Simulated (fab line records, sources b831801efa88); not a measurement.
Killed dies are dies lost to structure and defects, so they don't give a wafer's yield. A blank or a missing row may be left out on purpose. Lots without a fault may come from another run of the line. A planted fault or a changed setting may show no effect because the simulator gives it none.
Which tool did it? | flow sky130 | 11 lots, 33 wafers sampled, at 5 steps of a route of 708

WHAT THE GAUGES READ, wafer by wafer
SKY_METAL3_CD_MEAS_13: target cd 300 nm.
lot  | measured     | on        | cd_nm (nm)
L101 | day 38 22:41 | cd_sem-01 | 301.6 300.9 301.3
L105 | day 40 09:32 | cd_sem-02 | 299.5 299.7 298.1
L107 | day 41 06:22 | cd_sem-02 | 302.5 302.6 302.1
L109 | day 42 06:25 | cd_sem-01 | 299.3 299.2 298.5
L114 | day 43 04:22 | cd_sem-02 | 300.6 300.6 301.3
L115 | day 43 07:20 | cd_sem-02 | 300.2 300.0 299.8
L116 | day 43 16:05 | cd_sem-01 | 300.0 301.4 299.9
L120 | day 44 11:50 | cd_sem-01 | 299.4 299.9 299.7
L121 | day 45 08:26 | cd_sem-02 | 301.3 302.0 300.1
L123 | day 45 10:32 | cd_sem-02 | 299.8 299.4 300.5
L124 | day 45 11:50 | cd_sem-02 | 302.2 302.9 301.6

SKY_METAL3_OVL_MEAS_14.
lot  | measured     | on         | METAL3_OVL (nm)
L101 | day 38 22:48 | overlay-02 | 1 -10 5
L105 | day 40 09:39 | overlay-02 | -4 1 -5
L107 | day 41 06:29 | overlay-02 | 10 5 10
L109 | day 42 06:32 | overlay-02 | 4 11 1
L114 | day 43 04:29 | overlay-01 | -1 -1 -5
L115 | day 43 07:28 | overlay-01 | -2 -7 -4
L116 | day 43 16:13 | overlay-02 | -4 4 5
L120 | day 44 11:55 | overlay-02 | -3 -8 -3
L121 | day 45 08:32 | overlay-01 | 3 -8 1
L123 | day 45 10:37 | overlay-02 | -3 1 -7
L124 | day 45 11:58 | overlay-02 | -2 8 3

SKY_PASSIVATION_THK_MEAS_01.
lot  | measured     | on            | PASSIVATION_CVD_00_THK (nm)
L101 | day 44 07:52 | film_metro-04 | 87.1 90.8 91.2
L105 | day 45 13:15 | film_metro-02 | 90.9 91.9 92.2
L107 | day 46 06:33 | film_metro-03 | 89.0 90.8 89.4
L109 | day 47 05:25 | film_metro-02 | 88.3 88.9 88.9
L114 | day 47 23:10 | film_metro-03 | 91.5 92.5 92.4
L115 | day 48 01:25 | film_metro-03 | 89.3 90.9 90.7
L116 | day 48 11:13 | film_metro-02 | 90.0 88.6 87.7
L120 | day 49 03:36 | film_metro-04 | 89.8 92.9 90.5
L121 | day 49 19:46 | film_metro-04 | 88.7 91.2 90.0
L123 | day 49 21:14 | film_metro-03 | 88.8 90.1 89.7
L124 | day 49 22:05 | film_metro-04 | 89.2 90.2 91.1

WHICH TOOL RAN EACH LOT (tool, then ch and the chambers of the sampled wafers, then the start)
lot  | SKY_METAL5_METAL_ETCH_15          | SKY_METAL5_STRIP_16
L101 | rie_metal-01 ch 0,1, day 44 06:55 | plasma_asher-03 ch 0, day 44 07:14
L105 | rie_metal-04 ch 0,1, day 45 12:21 | plasma_asher-02 ch 0,1, day 45 12:35
L107 | rie_metal-01 ch 1, day 46 05:19   | plasma_asher-01 ch 1, day 46 05:56
L109 | rie_metal-01 ch 0,1, day 47 04:34 | plasma_asher-01 ch 0,1, day 47 04:47
L114 | rie_metal-01 ch 0,1, day 47 22:19 | plasma_asher-01 ch 0,1, day 47 22:32
L115 | rie_metal-01 ch 0,1, day 48 00:34 | plasma_asher-02 ch 0,1, day 48 00:47
L116 | rie_metal-01 ch 0,1, day 48 10:22 | plasma_asher-01 ch 0,1, day 48 10:35
L120 | rie_metal-03 ch 0,1, day 49 02:47 | plasma_asher-02 ch 0,1, day 49 02:59
L121 | rie_metal-04 ch 0,1, day 49 18:59 | plasma_asher-02 ch 0,1, day 49 19:10
L123 | rie_metal-03 ch 0,1, day 49 20:26 | plasma_asher-01 ch 0,1, day 49 20:37
L124 | rie_metal-04 ch 0,1, day 49 21:14 | plasma_asher-02 ch 0, day 49 21:28
- SKY_METAL5_METAL_ETCH_15: etches the open film in Cl2/BCl3, stops on SiO2, target depth 1260 nm, time 252 s.
- SKY_METAL5_STRIP_16: strips in O2/N2.

WHAT THE TOOLS THEMSELVES READ (means of the sampled wafers that have a number; where no wafer has one, the mark that the record gives instead)
SKY_METAL5_METAL_ETCH_15.
lot  | tool         | bias_w (W) | drypump_motor_current_A (A) | oes_product_au (a.u.) | throttle_valve_pct (%)
L101 | rie_metal-01 | 48.50      | 6.3                         | 0.895                 | 22.263
L105 | rie_metal-04 | 48.59      | 6.2                         | 0.893                 | 22.270
L107 | rie_metal-01 | 48.32      | 6.4                         | 0.897                 | 22.270
L109 | rie_metal-01 | 48.52      | 6.3                         | 0.887                 | 22.264
L114 | rie_metal-01 | 48.56      | 6.2                         | 0.891                 | 22.270
L115 | rie_metal-01 | 55.86      | 6.2                         | 0.893                 | 22.262
L116 | rie_metal-01 | 56.01      | 6.2                         | 0.893                 | 22.265
L120 | rie_metal-03 | 48.47      | 5.8                         | 0.895                 | 22.265
L121 | rie_metal-04 | 48.46      | 6.3                         | 0.893                 | 22.258
L123 | rie_metal-03 | 48.31      | 5.8                         | 0.895                 | 22.268
L124 | rie_metal-04 | 48.38      | 6.2                         | 0.896                 | 22.261

SKY_METAL5_STRIP_16.
lot  | tool            | drypump_motor_current_A (A) | oes_product_au (a.u.) | strip_time_to_endpoint_s (s)
L101 | plasma_asher-03 | 6.1                         | 0.714                 | 13.37
L105 | plasma_asher-02 | 5.4                         | 0.712                 | 13.19
L107 | plasma_asher-01 | 5.4                         | 0.715                 | 12.81
L109 | plasma_asher-01 | 5.7                         | 0.703                 | 12.99
L114 | plasma_asher-01 | 5.8                         | 0.706                 | 13.08
L115 | plasma_asher-02 | 5.8                         | 0.713                 | 12.63
L116 | plasma_asher-01 | 5.8                         | 0.716                 | 12.62
L120 | plasma_asher-02 | 5.8                         | 0.711                 | 13.21
L121 | plasma_asher-02 | 5.8                         | 0.712                 | 13.08
L123 | plasma_asher-01 | 5.6                         | 0.710                 | 13.27
L124 | plasma_asher-02 | 5.1                         | 0.708                 | 13.02

THE ANSWER, worked out from the rows above alone
Rule: what is usual is taken from the lots themselves. Put in order of their means at a reading, lots are off if they are a third of the lots or fewer, leave a main group of 4 or more, and stand apart from it by a gap of 3 or more times the standard deviation of the main group's means; of several such gaps the widest counts. A main group whose means are all the same, to the digits that the tables above print for the reading, isn't used. A lot without any number at a reading at which 4 lots or more have one is off too. The other lots that the step has rows for count as sound. The gauges are gone through in route order, then the tools' own readings, and for those a lot's mean is taken as printed above. The first step at which some lot is off is used, and at that step the reading that is off furthest; a lot without a number counts as furthest.
Off: L115, L116, at SKY_METAL5_METAL_ETCH_15 (bias_w). The main group: mean 48.46 W, standard deviation 0.095.
A tool fits if, at that step or a process step before it, it ran every lot that is off, and no sound lot after the first of them. One fits: rie_metal-01 at SKY_METAL5_METAL_ETCH_15. Its last sound lot is L114 (day 47 22:19), its first lot that is off L115 (day 48 00:34): a fault that began between those two fits.
The tool's own readings at SKY_METAL5_METAL_ETCH_15 bear it out: on the lots that are off they differ by more than 5 times the standard deviation of the sound lots' means. bias_w reads 55.94 W there against 48.46 W on the sound lots.

WHAT THE SIMULATOR HAD PUT IN
Process parameter drift: rie_metal-01, from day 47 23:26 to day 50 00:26, at SKY_METAL5_METAL_ETCH_15. Setting bias_w, moved by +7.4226, from 48.5. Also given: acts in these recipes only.
Lots struck among those shown: L115, L116. The rule above found the same.
